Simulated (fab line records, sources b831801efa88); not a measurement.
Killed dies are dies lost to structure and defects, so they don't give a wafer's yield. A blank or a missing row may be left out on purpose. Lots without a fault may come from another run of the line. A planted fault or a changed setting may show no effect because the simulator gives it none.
Which tool did it? | flow gf180mcu | 6 lots, 18 wafers sampled, at 2 steps of a route of 602

WHAT THE GAUGES READ, wafer by wafer
GF_STI_CD_MEAS_12: target cd 220 nm.
lot  | measured    | on        | cd_nm (nm)
L214 | day 2 14:19 | cd_sem-01 | 222.9 221.6 222.8
L216 | day 2 23:52 | cd_sem-01 | 219.3 219.6 219.5
L218 | day 3 07:40 | cd_sem-02 | 219.7 221.0 219.6
L222 | day 4 04:11 | cd_sem-02 | 219.4 220.0 220.4
L224 | day 4 16:39 | cd_sem-02 | 219.3 219.9 221.0
L233 | day 6 13:31 | cd_sem-01 | 215.6 215.7 215.9

WHICH TOOL RAN EACH LOT (tool, then ch and the chambers of the sampled wafers, then the start)
lot  | GF_STI_PEB_10
L214 | litho_track-04 ch 0, day 2 13:58
L216 | litho_track-01 ch 0, day 2 23:32
L218 | litho_track-04 ch 0, day 3 07:19
L222 | litho_track-01 ch 0, day 4 03:50
L224 | litho_track-04 ch 0, day 4 16:11
L233 | litho_track-04 ch 0, day 6 13:10
- GF_STI_PEB_10: peb time 90 s.

THE ANSWER, worked out from the rows above alone
Rule: what is usual is taken from the lots themselves. Put in order of their means at a reading, lots are off if they are a third of the lots or fewer, leave a main group of 4 or more, and stand apart from it by a gap of 3 or more times the standard deviation of the main group's means; of several such gaps the widest counts. A main group whose means are all the same, to the digits that the tables above print for the reading, isn't used. A lot without any number at a reading at which 4 lots or more have one is off too. The other lots that the step has rows for count as sound.
Off: L233, at GF_STI_CD_MEAS_12 (cd_nm). The main group: mean 220.4 nm, standard deviation 1.
A tool fits if, at a process step before that reading, it ran every lot that is off, and no sound lot after the first of them. The gauges at GF_STI_CD_MEAS_12 are tried like those tools. Can't be told from this: 2 tools fit, litho_track-04 at GF_STI_PEB_10, cd_sem-01 at GF_STI_CD_MEAS_12.

WHAT THE SIMULATOR HAD PUT IN
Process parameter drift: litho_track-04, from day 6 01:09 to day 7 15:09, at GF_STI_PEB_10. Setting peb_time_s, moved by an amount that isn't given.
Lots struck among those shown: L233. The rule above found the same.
